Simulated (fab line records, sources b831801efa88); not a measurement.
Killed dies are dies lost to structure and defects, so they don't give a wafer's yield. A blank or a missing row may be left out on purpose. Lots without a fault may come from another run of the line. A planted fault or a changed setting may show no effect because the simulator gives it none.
Tool commonality check | flow gf180mcu | 14 lots, 48 wafers sampled

WHY IT WAS OPENED
At GF_DUAL_GATE_THK_MEAS_03 the reading DUAL_GATE_OXIDATION_00_THK is flagged on 2 of 14 lots. Wafers without a fault read 11.01 nm, standard deviation 0.2.
Rule: a lot is flagged when every wafer of it that has a number lies more than 4 standard deviations from that mean, or none has a number. The other lots count as sound.

lot  | measured     | on            | DUAL_GATE_OXIDATION_00_THK (nm), wafer by wafer | flag
L915 | day 8 01:00  | film_metro-01 | 11.24 11.21 11.07                               |
L916 | day 8 11:31  | film_metro-01 | 10.83 11.04 10.73                               |
L917 | day 8 14:54  | film_metro-03 | 10.86 10.94 10.86                               |
L918 | day 9 01:55  | film_metro-03 | 13.66 13.82 13.83 13.70 13.79 13.78             | FLAGGED
L919 | day 9 07:13  | film_metro-01 | 14.28 14.35 14.16 14.30 14.31 14.10             | FLAGGED
L928 | day 11 23:50 | film_metro-03 | 11.02 10.65 10.88                               |
L929 | day 12 04:35 | film_metro-01 | 11.27 11.26 11.10                               |
L930 | day 12 10:59 | film_metro-01 | 11.32 11.27 11.14                               |
L931 | day 12 17:18 | film_metro-03 | 10.97 10.99 10.88                               |
L932 | day 13 00:59 | film_metro-03 | 11.13 11.31 11.27                               |
L933 | day 13 08:23 | film_metro-02 | 11.09 10.96 11.09                               |
L934 | day 13 16:13 | film_metro-02 | 11.01 11.06 11.28                               |
L935 | day 14 07:59 | film_metro-03 | 11.00 11.11 11.11                               |
L936 | day 14 08:56 | film_metro-03 | 10.85 10.93 10.97                               |
The numbers of the flagged lots are 14.01 nm on average: +3.00 nm against the usual, or +15 standard deviations.

WHICH TOOL RAN EACH LOT
The record holds 1 process step before the reading, out of a route of 602 steps. In each cell: the tool, then ch and the chambers that the sampled wafers went through, then the start.
lot  | flag    | GF_DUAL_GATE_OXIDATION_02
L915 |         | furnace-01 ch 0, day 7 23:32
L916 |         | furnace-02 ch 0, day 8 10:04
L917 |         | furnace-02 ch 0, day 8 13:27
L918 | FLAGGED | furnace-02 ch 0, day 9 00:26
L919 | FLAGGED | furnace-02 ch 0, day 9 05:46
L928 |         | furnace-02 ch 0, day 11 22:22
L929 |         | furnace-01 ch 0, day 12 03:08
L930 |         | furnace-01 ch 0, day 12 09:32
L931 |         | furnace-01 ch 0, day 12 15:52
L932 |         | furnace-01 ch 0, day 12 23:32
L933 |         | furnace-01 ch 0, day 13 06:57
L934 |         | furnace-01 ch 0, day 13 14:46
L935 |         | furnace-01 ch 0, day 14 06:32
L936 |         | furnace-02 ch 0, day 14 07:29
What these steps do:
- GF_DUAL_GATE_OXIDATION_02: stabilise 600 s, purge 300 s, target thk 10.887 nm.
- GF_DUAL_GATE_THK_MEAS_03

FLAGGED OVER TOTAL, TOOL BY TOOL (the gauges that took the reading come last)
step                      | tool          | lots run | flagged | share of the flagged lots | sound lots run after its first flagged lot
GF_DUAL_GATE_OXIDATION_02 | furnace-01    | 8        | 0       | none                      | -
GF_DUAL_GATE_OXIDATION_02 | furnace-02    | 6        | 2       | all                       | 2 (L928,L936)
GF_DUAL_GATE_THK_MEAS_03  | film_metro-01 | 5        | 1       | some                      | 2 (L929,L930)
GF_DUAL_GATE_THK_MEAS_03  | film_metro-02 | 2        | 0       | none                      | -
GF_DUAL_GATE_THK_MEAS_03  | film_metro-03 | 7        | 1       | some                      | 5 (L928,L931,L932,L935,L936)

WHAT THE TABLE ALLOWS
1 row of the table ran every flagged lot: furnace-02 at GF_DUAL_GATE_OXIDATION_02.
- furnace-02 at GF_DUAL_GATE_OXIDATION_02: 2 of its 6 lots flagged. Sound lots ran on it after the first flagged one (L928, L936), which a lasting fault on the whole tool wouldn't allow.
No row of the table ran every flagged lot and no sound lot after the first.

WHAT THE SIMULATOR HAD PUT IN
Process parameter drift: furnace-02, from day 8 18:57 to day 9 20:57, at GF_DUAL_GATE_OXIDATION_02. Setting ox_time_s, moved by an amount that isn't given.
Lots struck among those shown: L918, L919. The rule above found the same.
